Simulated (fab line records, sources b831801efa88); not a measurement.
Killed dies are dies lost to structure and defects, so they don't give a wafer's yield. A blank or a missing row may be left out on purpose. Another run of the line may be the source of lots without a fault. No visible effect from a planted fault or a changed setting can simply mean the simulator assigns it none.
One fault through the eyes of 2 desks || flow sky130 || numbers are kept per desk, each desk with only its own; the story behind them comes last

FROM THE METROLOGY DESK
What the gauges read, lot by lot, whatever tool the lot ran on: means of the sampled wafers that have a number. Any lot whose mean is over 4 standard deviations away from the usual mean is out of limits and marked OUT; that distance is given in the brackets.
Columns: A = VIA3_W_RS at SKY_VIA3_RS_MEAS_22, usual 0.296 ohm/sq; B = VIA3_W_THK at SKY_VIA3_THK_MEAS_23, usual 378 nm
{"lot": "L352", "first seen here": "day 42 03:55", "A": 0.292, "B": 381}
{"lot": "L357", "first seen here": "day 42 09:02", "A": 0.293, "B": 379}
{"lot": "L359", "first seen here": "day 42 10:28", "A": 0.296, "B": 374}
{"lot": "L362", "first seen here": "day 42 16:50", "A": 0.292, "B": 382}
{"lot": "L366", "first seen here": "day 47 19:55", "A": 0.301, "B": 374}
{"lot": "L369", "first seen here": "day 47 20:38", "A": 0.295, "B": 377}
{"lot": "L372", "first seen here": "day 48 00:49", "A": 0.298, "B": 375}
This desk's finding: nothing out of limits on any of the 7 lots.

FOR THE TOOL OWNER'S DESK: pvdSputter-04
The tool's own readings at SKY_METAL4_SPUTTER_04 (material TiN, target thk 70 nm, time 58.3 s): means of the sampled wafers that have a number, for each lot that ran on this tool. Any lot whose mean is over 4 standard deviations away from the usual mean is out of limits and marked OUT; that distance is given in the brackets.
Columns: A = throttleValvePct at SKY_METAL4_SPUTTER_04, usual 29.8 %
{"lot": "L357", "first seen here": "day 42 09:35", "A": 30.7}
{"lot": "L359", "first seen here": "day 42 11:02", "A": 30.3}
{"lot": "L362", "first seen here": "day 42 17:26", "A": 30.4}
{"lot": "L369", "first seen here": "day 47 21:12", "A": 29.4}
{"lot": "L372", "first seen here": "day 48 01:23", "A": 29.6}
This desk's finding: nothing out of limits on any of the 5 lots.

PUT TOGETHER
Metrology desk: nothing out of limits seen.
Nothing out of limits was seen by the tool owner's desk.

WHAT THE SIMULATOR HAD PUT IN
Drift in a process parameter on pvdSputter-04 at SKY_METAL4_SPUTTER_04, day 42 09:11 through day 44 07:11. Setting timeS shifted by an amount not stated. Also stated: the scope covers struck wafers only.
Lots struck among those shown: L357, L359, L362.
